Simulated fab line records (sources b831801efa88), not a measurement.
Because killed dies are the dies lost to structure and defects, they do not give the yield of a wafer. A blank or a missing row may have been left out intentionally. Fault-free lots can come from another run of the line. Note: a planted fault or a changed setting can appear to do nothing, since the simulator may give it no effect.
Chamber matching / flow sky130 / SKY_METAL4_ETCH_17 on rie-diel-03: 4 sister chambers
The step etches SiO2 in C4F8/O2/Ar, stops on TiN, time 3.9 s, target depth 15 nm. 8 wafers are shown with their chamber, then 8 later ones without.

## WAFERS, EACH WITH ITS CHAMBER
wafer=L076.5; chamber=3; bias-w (W)=1198; oes-product-au (a.u.)=0.762
wafer=L076.6; chamber=2; bias-w (W)=1200; oes-product-au (a.u.)=0.758
wafer=L077.5; chamber=3; bias-w (W)=1197; oes-product-au (a.u.)=0.757
wafer=L084.2; chamber=2; bias-w (W)=1200; oes-product-au (a.u.)=0.766
wafer=L084.5; chamber=0; bias-w (W)=1201; oes-product-au (a.u.)=0.761
wafer=L086.2; chamber=0; bias-w (W)=1204; oes-product-au (a.u.)=0.763
wafer=L086.5; chamber=1; bias-w (W)=1205; oes-product-au (a.u.)=0.760
wafer=L089.1; chamber=1; bias-w (W)=1200; oes-product-au (a.u.)=0.758

## WAFERS WITH NO CHAMBER GIVEN
wafer=L089.2; bias-w (W)=1200; oes-product-au (a.u.)=0.759
wafer=L089.4; bias-w (W)=1205; oes-product-au (a.u.)=0.762
wafer=L091.3; bias-w (W)=1202; oes-product-au (a.u.)=0.761
wafer=L091.4; bias-w (W)=1197; oes-product-au (a.u.)=0.762
wafer=L091.6; bias-w (W)=1205; oes-product-au (a.u.)=0.775
wafer=L097.1; bias-w (W)=1203; oes-product-au (a.u.)=0.756
wafer=L097.3; bias-w (W)=1199; oes-product-au (a.u.)=0.744
wafer=L097.4; bias-w (W)=1195; oes-product-au (a.u.)=0.763

## THE CHAMBER EACH PASSED THROUGH
wafer=L089.2; from the rows above=can't be placed: 2 or 1 or 3 or 0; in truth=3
wafer=L089.4; from the rows above=can't be placed: 0 or 1 or 2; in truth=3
wafer=L091.3; from the rows above=can't be placed: 0 or 1 or 2 or 3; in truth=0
wafer=L091.4; from the rows above=can't be placed: 3 or 2 or 0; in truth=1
wafer=L091.6; from the rows above=can't be placed: 0 or 2 or 1 or 3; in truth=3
wafer=L097.1; from the rows above=can't be placed: 1 or 0 or 2 or 3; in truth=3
wafer=L097.3; from the rows above=can't be placed: 3 or 1 or 2 or 0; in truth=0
wafer=L097.4; from the rows above=can't be placed: 3 or 2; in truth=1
Correctly placed: 0 of 8. These rows do not allow placing 8 (true chamber among the candidates in 5). Placed wrongly: 0.
How it was worked out, from the rows above alone: a wafer's distance from a chamber is the root of the sum, over the readings, of the square of ((its reading less the chamber's mean) divided by the reading's scatter). The wafer belongs to the nearest chamber; if the next one is less than 2 further off, it can't be placed. The mean given for a chamber averages the wafers shown for that chamber. The scatter: take each reading less its chamber's mean, square it, sum over the shown wafers, divide by the number of wafers less the number of chambers, and take the root.
